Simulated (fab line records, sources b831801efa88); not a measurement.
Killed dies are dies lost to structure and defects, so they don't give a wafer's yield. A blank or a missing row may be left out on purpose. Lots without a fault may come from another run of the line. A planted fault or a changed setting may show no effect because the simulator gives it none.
fab line records | flow sky130 | part 1 of 2: steps 1 to 28 of 38
record lots=5 wafers=15 last_day=50
route steps=708 shown FIELD_ISO@19 NWELL@32 DNWELL@35 PWDE@45
lots that met no fault: from a run of the same line without faults
start_h: hours from the record's first day to the start of the lot's first wafer shown | wait_h: hours since the lot's step before | " the same as in the row above | L1.1+2: a row that stands for several wafers | - no value, or no start given | * or withheld: withheld | < > ~ a bound
route shown NAME@n: a module of which the file shows steps, and the number in the route of the first | usual: mean/standard deviation of fault-free wafers | same: alike in all rows | chamber/n: place in a boat | sites: the reading at each site | _std_site: their standard deviation | _edge_site: outer sites' mean less inner sites' | radius_mm: how far each site lies from the wafer's centre | mask NAME#n: copy n | behind: the tool/chamber that last shaped the wafer | hold: why the lot was held/for how many hours/how that ended | device: the transistor (n, p or np) that didn't switch | end of line: the same wafers' tests at the end of the route | a step without rows: its recipe alone | killed: dies lost to structure and defects at the first sort, not the wafer's yield | map: a wafer's dies, x killed, . not, _ none there
set.NAME: the setting as run; set.NAME@STEP: as run at that earlier step | model.NAME: the simulator's own value behind a step, which no gauge read
lots at some steps of the route; a table a step, a row a wafer
services: from which hour (start_h, from the record's first day; less than 0 if before it) a tool's chamber was out of use, for how many hours, and why
## steps
# step SKY_FIELD_ISO_WET_ETCH_18
# recipe chemistry=H3PO4 target_depth_nm=25 temp_c=160 target=Si3N4 time_s=286
# columns lot.wafer tool chamber start_h wait_h
L074.1+2+5 wet_bench-01 3 30.68 0.0
L084.3+4+5 wet_bench-04 0 81.12 0.0
L090.2+4+5 wet_bench-04 1 113.17 0.0
L095.2+3+5 wet_bench-02 0 140.72 0.0
L096.1+3+4 wet_bench-01 2 143.73 0.0
# step SKY_FIELD_ISO_CLEAN_19
# recipe chemistry=SC1/SC2 mix=1:4:20 temp_c=70 time_s=150
# columns lot.wafer tool chamber start_h wait_h
L074.1+2+5 wet_bench-04 0 30.77 0.0
L084.3+4+5 wet_bench-01 2 81.20 0.0
L090.2+4+5 wet_bench-01 2 113.25 0.0
L095.2+3+5 wet_bench-01 1 140.81 0.0
L096.1+3+4 wet_bench-04 2 143.82 0.0
# step SKY_FIELD_ISO_CLEAN_20
# recipe chemistry=dHF time_s=20 dilution=100:1
# columns lot.wafer tool chamber start_h wait_h
L074.1+2+5 wet_bench-02 1 30.82 0.0
L084.3+4+5 wet_bench-04 1 81.25 0.0
L090.2+4+5 wet_bench-04 0 113.31 0.0
L095.2+3+5 wet_bench-04 2 140.86 0.0
L096.1+3+4 wet_bench-02 1 143.87 0.0
# step SKY_FIELD_ISO_WET_ETCH_21
# recipe chemistry=dHF dilution=100:1 target_depth_nm=20 dry=ipa_marangoni target=SiO2 temp_c=25 time_s=400
# columns lot.wafer tool chamber start_h wait_h
L074.1+2+5 wet_bench-01 1 30.83 0.0
L084.3+4+5 wet_bench-01 0 81.27 0.0
L090.2+4+5 wet_bench-01 3 113.32 0.0
L095.2+3+5 wet_bench-02 3 140.88 0.0
L096.1+3+4 wet_bench-04 2 143.88 0.0
# step SKY_FIELD_ISO_OXIDATION_22
# recipe temp_c=950 ambient=O2 stabilise_s=600 purge_s=300 target_thk_a=100 ox_time_s=623
# usual zone_power_lower_pct=20.8/0.36
# columns lot.wafer tool chamber start_h wait_h zone_power_lower_pct
L074.1 furnace-02 0 32.58 1.6 20.4
L074.2 " 0 " " 20.6
L074.5 " 0 " " 20.2
L084.3 furnace-01 0 83.87 2.5 21.0
L084.4 " 0 " " 21.0
L084.5 " 0 " " 21.5
L090.2 furnace-02 0 113.45 0.0 20.4
L090.4 " 0 " " 20.3
L090.5 " 0 " " 20.8
L095.2 furnace-01 0 145.89 4.9 21.2
L095.3 " 0 " " 21.1
L095.5 " 0 " " 21.1
L096.1 furnace-01 0 145.89 1.9 21.2
L096.3 " 0 " " 21.3
L096.4 " 0 " " 21.1
# step SKY_FIELD_ISO_THK_MEAS_23
# recipe reads=SiO2_of_FIELD_ISO_OXIDATION_22
# usual FIELD_ISO_OXIDATION_01_THK=10.02/0.17
# columns lot.wafer tool chamber start_h wait_h FIELD_ISO_OXIDATION_01_THK[nm]
L074.1 film_metro-01 - 33.75 0.0 9.91
L074.2 " - " " 9.83
L074.5 " - " " 9.97
L084.3 film_metro-01 - 85.06 0.0 10.12
L084.4 " - " " 9.77
L084.5 " - " " 9.78
L090.2 film_metro-02 - 114.64 0.0 10.03
L090.4 " - " " 10.33
L090.5 " - " " 10.20
L096.1 film_metro-04 - 147.06 0.0 10.28
L096.3 " - " " 10.04
L096.4 " - " " 10.11
L095.2 film_metro-01 - 147.07 0.0 10.32
L095.3 " - " " 10.14
L095.5 " - " " 10.36
# step SKY_FIELD_ISO_CVD_24
# recipe material=SiO2 target_thk_nm=595 temp_c=650 sigma_open_frac=0.3 time_s=99.2 sih4_flow_sccm=60 pressure_mtorr=6
# columns lot.wafer tool chamber start_h wait_h
L074.1+2+5 hdpcvd-01 1,2,1 33.81 0.1
L084.3+4+5 hdpcvd-01 1,2,1 85.10 0.0
L090.2+4+5 hdpcvd-01 0,2,0 114.69 0.0
L095.2+3+5 hdpcvd-02 2,1,2 147.12 0.0
L096.1+3+4 hdpcvd-01 1,0,1 147.12 0.1
# step SKY_FIELD_ISO_THK_MEAS_25
# recipe reads=SiO2_of_FIELD_ISO_CVD_24
# usual FIELD_ISO_CVD_24_THK=592/5.3
# columns lot.wafer tool chamber start_h wait_h FIELD_ISO_CVD_24_THK[nm]
L074.1 film_metro-04 - 33.88 0.0 596
L074.2 " - " " 597
L074.5 " - " " 598
L084.3 film_metro-02 - 85.20 0.1 588
L084.4 " - " " 591
L084.5 " - " " 594
L090.2 film_metro-04 - 114.77 0.0 605
L090.4 " - " " 595
L090.5 " - " " 607
L096.1 film_metro-01 - 147.19 0.0 595
L096.3 " - " " 598
L096.4 " - " " 597
L095.2 film_metro-02 - 147.20 0.0 592
L095.3 " - " " 600
L095.5 " - " " 586
# step SKY_FIELD_ISO_ANNEAL_26
# recipe temp_c=1000 time_s=1800 ambient=N2
# usual zone_power_lower_pct=23.3/0.4
# columns lot.wafer tool chamber start_h wait_h zone_power_lower_pct
L074.1 furnace-02 0 33.94 0.1 22.8
L074.2 " 0 " " 23.1
L074.5 " 0 " " 23.1
L084.3 furnace-02 0 86.56 1.3 22.7
L084.4 " 0 " " 23.2
L084.5 " 0 " " 23.2
L090.2 furnace-02 0 116.02 1.2 23.0
L090.4 " 0 " " 23.4
L090.5 " 0 " " 23.0
L095.2 furnace-01 0 154.35 7.1 23.6
L095.3 " 0 " " 23.3
L095.5 " 0 " " 24.0
L096.1 furnace-01 0 154.35 7.1 23.8
L096.3 " 0 " " 23.1
L096.4 " 0 " " 23.9
# step SKY_FIELD_ISO_CMP_27
# recipe stop_on=Si3N4 t_overpolish_s=16 down_force_psi=4 platen_rpm=60 target_thk_nm=457.8 pad_velocity_m_s=0.94248
# usual motor_current_A=12.1/0.83 overpolish_run_s=15.998/0.0091 time_to_endpoint_s=113/4.1
# same t_overpolish_s=16
# columns lot.wafer tool chamber start_h wait_h motor_current_A overpolish_run_s time_to_endpoint_s
L074.2 cmp-01 3 35.49 0.1 12.4 16.008 113
L074.1 " 1 " " 13.2 16.015 117
L074.5 " 2 " " 11.0 15.984 117
L084.4 cmp-02 0 88.16 0.1 11.8 15.993 118
L084.3 " 1 " " 11.1 16.017 115
L084.5 " 3 " " 11.5 16.010 118
L090.4 cmp-01 3 117.62 0.1 12.1 16.000 108
L090.2 " 0 " " 11.2 16.000 112
L090.5 " 1 " " 13.4 15.988 115
L095.3 cmp-02 2 155.90 0.1 12.5 15.996 122
L095.2 " 3 " " 11.5 16.002 120
L095.5 " 1 " " 11.6 15.981 116
L096.1 cmp-01 2 155.93 0.1 11.0 16.004 109
L096.4 " 3 " " 12.8 15.986 106
L096.3 " 1 " " 13.7 16.001 111
# step SKY_FIELD_ISO_WET_ETCH_28
# recipe chemistry=dHF target_depth_nm=23.7 target=SiO2 dilution=10:1 temp_c=25 time_s=47
# columns lot.wafer tool chamber start_h wait_h
L074.1+2+5 wet_bench-02 3 35.74 0.1
L084.3+4+5 wet_bench-02 2 88.36 0.1
L090.2+4+5 wet_bench-04 2 117.82 0.1
L095.2+3+5 wet_bench-04 2 156.15 0.1
L096.1+3+4 wet_bench-01 1 156.23 0.2
# step SKY_FIELD_ISO_WET_ETCH_29
# recipe chemistry=H3PO4 target_depth_nm=160 target=Si3N4 temp_c=160 time_s=1825
# columns lot.wafer tool chamber start_h wait_h
L074.1+2+5 wet_bench-01 0 35.77 0.0
L084.3+4+5 wet_bench-01 2 88.38 0.0
L090.2+4+5 wet_bench-02 0 117.84 0.0
L095.2+3+5 wet_bench-02 0 156.17 0.0
L096.1+3+4 wet_bench-01 0 156.25 0.0
# step SKY_FIELD_ISO_WET_ETCH_30
# recipe chemistry=dHF target_depth_nm=25 target=SiO2 dilution=10:1 temp_c=25 time_s=50
# columns lot.wafer tool chamber start_h wait_h
L074.1+2+5 wet_bench-04 2 36.33 0.0
L084.3+4+5 wet_bench-02 1 88.89 0.0
L090.2+4+5 wet_bench-01 1 118.40 0.0
L095.2+3+5 wet_bench-04 2 156.69 0.0
L096.1+3+4 wet_bench-01 2 156.77 0.0
# step SKY_NWELL_CLEAN_00
# recipe chemistry=SC1/SC2 mix=1:4:20 temp_c=70 time_s=150 dry=n2_spin
# columns lot.wafer tool chamber start_h wait_h
L074.1+2+5 wet_bench-02 0 36.35 0.0
L084.3+4+5 wet_bench-01 0 88.91 0.0
L090.2+4+5 wet_bench-02 0 118.42 0.0
L095.2+3+5 wet_bench-04 1 156.71 0.0
L096.1+3+4 wet_bench-04 3 156.79 0.0
# step SKY_NWELL_OXIDATION_01
# recipe temp_c=900 ambient=O2 stabilise_s=600 purge_s=300 target_thk_a=100 ox_time_s=1418
# usual zone_power_lower_pct=18.4/0.31
# columns lot.wafer tool chamber start_h wait_h zone_power_lower_pct
L074.1 furnace-01 0 39.18 2.8 18.8
L074.2 " 0 " " 18.6
L074.5 " 0 " " 18.5
L084.3 furnace-02 0 89.23 0.3 18.2
L084.4 " 0 " " 18.1
L084.5 " 0 " " 18.4
L090.2 furnace-02 0 119.02 0.5 18.1
L090.4 " 0 " " 18.1
L090.5 " 0 " " 18.2
L095.2 furnace-02 0 163.48 6.7 18.0
L095.3 " 0 " " 18.4
L095.5 " 0 " " 18.0
L096.1 furnace-02 0 163.48 6.6 18.0
L096.3 " 0 " " 17.9
L096.4 " 0 " " 18.1
# step SKY_NWELL_THK_MEAS_02
# recipe reads=SiO2_of_NWELL_OXIDATION_01
# usual NWELL_OXIDATION_THK=10.11/0.17
# columns lot.wafer tool chamber start_h wait_h NWELL_OXIDATION_THK[nm]
L074.1 film_metro-04 - 40.58 0.0 9.98
L074.2 " - " " 9.96
L074.5 " - " " 9.92
L084.3 film_metro-04 - 90.64 0.0 10.20
L084.4 " - " " 10.27
L084.5 " - " " 10.29
L090.2 film_metro-03 - 120.42 0.0 9.97
L090.4 " - " " 9.91
L090.5 " - " " 10.05
L096.1 film_metro-02 - 164.87 0.0 10.18
L096.3 " - " " 10.28
L096.4 " - " " 10.17
L095.2 film_metro-03 - 164.88 0.0 10.12
L095.3 " - " " 10.11
L095.5 " - " " 9.99
# step SKY_DNWELL_DEHYDRATE_00
# recipe temp_c=200 time_s=60
# usual chill_plate_temp_C=23.02/0.11
# columns lot.wafer tool chamber start_h wait_h chill_plate_temp_C
L074.1 litho_track-01 0 46.89 6.3 22.88
L074.2 " 0 " " 22.87
L074.5 " 0 " " 22.83
L084.3 litho_track-01 0 98.14 7.5 22.82
L084.4 " 0 " " 22.98
L084.5 " 0 " " 23.01
L090.2 litho_track-02 0 128.66 8.2 22.94
L090.4 " 0 " " 23.06
L090.5 " 0 " " 22.90
L095.2 litho_track-04 0 173.86 9.0 23.01
L095.3 " 0 " " 23.14
L095.5 " 0 " " 23.16
L096.1 litho_track-02 0 174.29 9.4 22.81
L096.3 " 0 " " 22.88
L096.4 " 0 " " 22.90
# step SKY_DNWELL_HMDS_01
# recipe prime_time_s=60 prime_temp_c=120
# usual chill_plate_temp_C=22.99/0.11
# columns lot.wafer tool chamber start_h wait_h chill_plate_temp_C
L074.1 litho_track-01 0 47.04 0.1 23.05
L074.2 " 0 " " 23.24
L074.5 " 0 " " 23.03
L084.3 litho_track-01 0 98.29 0.1 22.91
L084.4 " 0 " " 23.03
L084.5 " 0 " " 23.01
L090.2 litho_track-02 0 128.81 0.1 22.96
L090.4 " 0 " " 22.96
L090.5 " 0 " " 23.03
L095.2 litho_track-04 0 174.01 0.1 22.88
L095.3 " 0 " " 22.72
L095.5 " 0 " " 23.01
L096.1 litho_track-02 0 174.44 0.1 22.89
L096.3 " 0 " " 22.97
L096.4 " 0 " " 22.90
# step SKY_DNWELL_COAT_02
# recipe spin_rpm=2000 resist_thk_nm=3000
# usual chill_plate_temp_C=22.99/0.1 dispense_pressure_kPa=49.6/1.2
# columns lot.wafer tool chamber start_h wait_h chill_plate_temp_C dispense_pressure_kPa
L074.1 litho_track-01 0 47.19 0.1 23.20 51.0
L074.2 " 0 " " 23.12 51.1
L074.5 " 0 " " 23.15 51.0
L084.3 litho_track-01 0 98.44 0.1 22.87 51.1
L084.4 " 0 " " 22.88 51.1
L084.5 " 0 " " 23.09 51.0
L090.2 litho_track-02 0 128.96 0.1 23.02 48.0
L090.4 " 0 " " 22.99 47.9
L090.5 " 0 " " 23.12 48.0
L095.2 litho_track-04 0 174.16 0.1 23.08 49.6
L095.3 " 0 " " 23.05 49.6
L095.5 " 0 " " 22.88 49.6
L096.1 litho_track-02 0 174.59 0.1 22.91 48.0
L096.3 " 0 " " 23.01 48.0
L096.4 " 0 " " 22.89 48.0
# step SKY_DNWELL_SOFTBAKE_03
# recipe temp_c=110 time_s=withheld
# usual chill_plate_temp_C=22.99/0.1
# columns lot.wafer tool chamber start_h wait_h chill_plate_temp_C
L074.1 litho_track-01 0 47.34 0.1 22.96
L074.2 " 0 " " 22.90
L074.5 " 0 " " 23.03
L084.3 litho_track-01 0 98.60 0.1 23.12
L084.4 " 0 " " 23.05
L084.5 " 0 " " 23.01
L090.2 litho_track-02 0 129.12 0.1 23.03
L090.4 " 0 " " 22.88
L090.5 " 0 " " 22.80
L095.2 litho_track-04 0 174.32 0.1 22.98
L095.3 " 0 " " 22.88
L095.5 " 0 " " 23.11
L096.1 litho_track-02 0 174.74 0.1 22.90
L096.3 " 0 " " 23.01
L096.4 " 0 " " 23.00
# step SKY_DNWELL_EXPOSE_04
# recipe mask_id=DNM na=0.57 target_cd_nm=3000 dose_mj=222
# usual focus_offset_nm=0.1/0.45
# columns lot.wafer tool chamber start_h wait_h mask focus_offset_nm
L074.1 iline_stepper-02 0 - - DNM#0 -0.7
L074.2 " 0 " " DNM#0 -0.5
L074.5 " 0 " " DNM#0 -0.3
L084.3 iline_stepper-01 0 - - DNM#0 0.2
L084.4 " 0 " " DNM#0 0.2
L084.5 " 0 " " DNM#0 -0.3
L090.2 iline_stepper-01 0 - - DNM#0 -0.6
L090.4 " 0 " " DNM#0 -0.5
L090.5 " 0 " " DNM#0 -0.1
L095.2 iline_stepper-01 0 - - DNM#0 -0.4
L095.3 " 0 " " DNM#0 0.8
L095.5 " 0 " " DNM#0 0.0
L096.1 iline_stepper-01 0 - - DNM#0 0.5
L096.3 " 0 " " DNM#0 0.4
L096.4 " 0 " " DNM#0 0.2
# step SKY_DNWELL_PEB_05
# recipe temp_c=115 time_s=withheld
# usual chill_plate_temp_C=22.97/0.11
# columns lot.wafer tool chamber start_h wait_h chill_plate_temp_C
L074.1 litho_track-02 0 - - 22.90
L074.2 " 0 " " 23.03
L074.5 " 0 " " 23.05
L084.3 litho_track-01 0 - - 22.96
L084.4 " 0 " " 23.08
L084.5 " 0 " " 23.17
L090.2 litho_track-04 0 - - 22.98
L090.4 " 0 " " 22.89
L090.5 " 0 " " 23.06
L095.2 litho_track-01 0 - - 22.96
L095.3 " 0 " " 23.02
L095.5 " 0 " " 23.08
L096.1 litho_track-04 0 - - 23.02
L096.3 " 0 " " 23.07
L096.4 " 0 " " 22.97
# step SKY_DNWELL_DEVELOP_06
# recipe wall_angle_deg=90 developer=TMAH develop_time_s=60 dev_temp_c=23
# usual chill_plate_temp_C=23.01/0.11
# columns lot.wafer tool chamber start_h wait_h chill_plate_temp_C
L074.1 litho_track-02 0 - - 23.11
L074.2 " 0 " " 23.13
L074.5 " 0 " " 23.00
L084.3 litho_track-01 0 - - 22.99
L084.4 " 0 " " 23.08
L084.5 " 0 " " 22.99
L090.2 litho_track-04 0 - - 22.99
L090.4 " 0 " " 23.01
L090.5 " 0 " " 22.92
L095.2 litho_track-01 0 - - 23.07
L095.3 " 0 " " 22.96
L095.5 " 0 " " 23.05
L096.1 litho_track-04 0 - - 22.94
L096.3 " 0 " " 22.87
L096.4 " 0 " " 23.02
# step SKY_DNWELL_IMPLANT_07
# recipe species=P energy_kev=withheld dose_cm2=withheld tilt_deg=withheld
# usual end_station_pressure_torr=5.01e-06/2.7e-07
# same implant_ion_amu=*
# columns lot.wafer tool chamber start_h wait_h end_station_pressure_torr
L074.1 implanter-02 0 54.84 - 5.04e-06
L074.2 " 0 " " 4.99e-06
L074.5 " 0 " " 5.33e-06
L084.3 implanter-04 0 107.59 - 5.13e-06
L084.4 " 0 " " 4.71e-06
L084.5 " 0 " " 4.69e-06
L090.2 implanter-02 0 138.41 - 4.67e-06
L090.4 " 0 " " 4.93e-06
L090.5 " 0 " " 5.12e-06
L095.2 implanter-04 0 185.01 - 4.62e-06
L095.3 " 0 " " 4.84e-06
L095.5 " 0 " " 5.59e-06
L096.1 implanter-02 0 185.28 - 4.94e-06
L096.3 " 0 " " 5.23e-06
L096.4 " 0 " " 4.82e-06
# step SKY_DNWELL_STRIP_08
# recipe chemistry=O2/N2 power_w=1400 pressure_mtorr=1500 platen_temp_c=withheld o2_flow_sccm=3000 n2_flow_sccm=300 overash_fraction=0.5
# usual drypump_motor_current_A=5.7/0.39 oes_product_au=0.722/0.0041 strip_time_to_endpoint_s=36.89/0.095
# same overash_fraction=0.5
# columns lot.wafer tool chamber start_h wait_h drypump_motor_current_A oes_product_au rf_hours_counter_h strip_time_to_endpoint_s
L074.1 plasma_asher-03 1 54.99 0.1 5.2 0.718 26 37.06
L074.2 " 0 " " 6.2 0.725 26 36.98
L074.5 " 0 " " 6.2 0.721 - 36.91
L084.3 plasma_asher-01 0 107.72 0.1 5.7 0.727 - 36.80
L084.4 " 1 " " 5.9 0.720 - 36.82
L084.5 " 0 " " 5.7 0.722 - 36.68
L090.2 plasma_asher-01 0 138.53 0.1 5.7 0.729 43 36.88
L090.4 " 1 " " 5.9 0.711 - 36.94
L090.5 " 0 " " 5.7 0.718 - 36.83
L095.2 plasma_asher-01 1 185.14 0.1 5.9 0.717 48 36.76
L095.3 " 0 " " 5.7 0.726 - 36.82
L095.5 " 0 " " 5.7 0.724 - 36.62
L096.1 plasma_asher-02 0 185.43 0.1 5.3 0.718 7 36.81
L096.3 " 0 " " 5.2 0.718 - 36.71
L096.4 " 1 " " 6.1 0.721 - 36.75
# step SKY_DNWELL_TW_MEAS_09
# usual DNWELL_TW=1125/6.7
# columns lot.wafer tool chamber start_h wait_h DNWELL_TW
L074.1 film_metro-04 - 55.09 0.1 1124
L074.2 " - " " 1121
L074.5 " - " " 1117
L084.3 film_metro-02 - 107.81 0.1 1126
L084.4 " - " " 1120
L084.5 " - " " 1129
L090.2 film_metro-04 - 138.64 0.1 1121
L090.4 " - " " 1115
L090.5 " - " " 1116
L095.2 film_metro-02 - 185.25 0.1 1124
L095.3 " - " " 1120
L095.5 " - " " 1124
L096.1 film_metro-03 - 185.53 0.1 1121
L096.3 " - " " 1123
L096.4 " - " " 1118
# step SKY_PWDE_DEHYDRATE_00
# recipe temp_c=200 time_s=60
# usual chill_plate_temp_C=23.03/0.11
# columns lot.wafer tool chamber start_h wait_h chill_plate_temp_C
L074.1 litho_track-04 0 61.93 6.8 22.99
L074.2 " 0 " " 23.11
L074.5 " 0 " " 23.09
L084.3 litho_track-03 0 116.33 8.5 23.02
L084.4 " 0 " " 22.83
L084.5 " 0 " " 22.78
L090.2 litho_track-02 0 148.16 9.5 23.00
L090.4 " 0 " " 23.07
L090.5 " 0 " " 23.17
L095.2 litho_track-02 0 195.01 9.8 22.96
L095.3 " 0 " " 23.06
L095.5 " 0 " " 23.01
L096.1 litho_track-03 0 195.48 9.9 23.06
L096.3 " 0 " " 23.12
L096.4 " 0 " " 23.12
# step SKY_PWDE_HMDS_01
# recipe prime_time_s=60 prime_temp_c=120
# usual chill_plate_temp_C=22.98/0.12
# columns lot.wafer tool chamber start_h wait_h chill_plate_temp_C
L074.1 litho_track-04 0 62.08 0.1 23.02
L074.2 " 0 " " 23.03
L074.5 " 0 " " 22.99
L084.3 litho_track-03 0 116.48 0.1 23.01
L084.4 " 0 " " 23.01
L084.5 " 0 " " 23.07
L090.2 litho_track-02 0 148.31 0.1 23.01
L090.4 " 0 " " 22.88
L090.5 " 0 " " 23.03
L095.2 litho_track-02 0 195.16 0.1 22.97
L095.3 " 0 " " 22.97
L095.5 " 0 " " 22.62
L096.1 litho_track-03 0 195.63 0.1 23.20
L096.3 " 0 " " 23.01
L096.4 " 0 " " 23.05
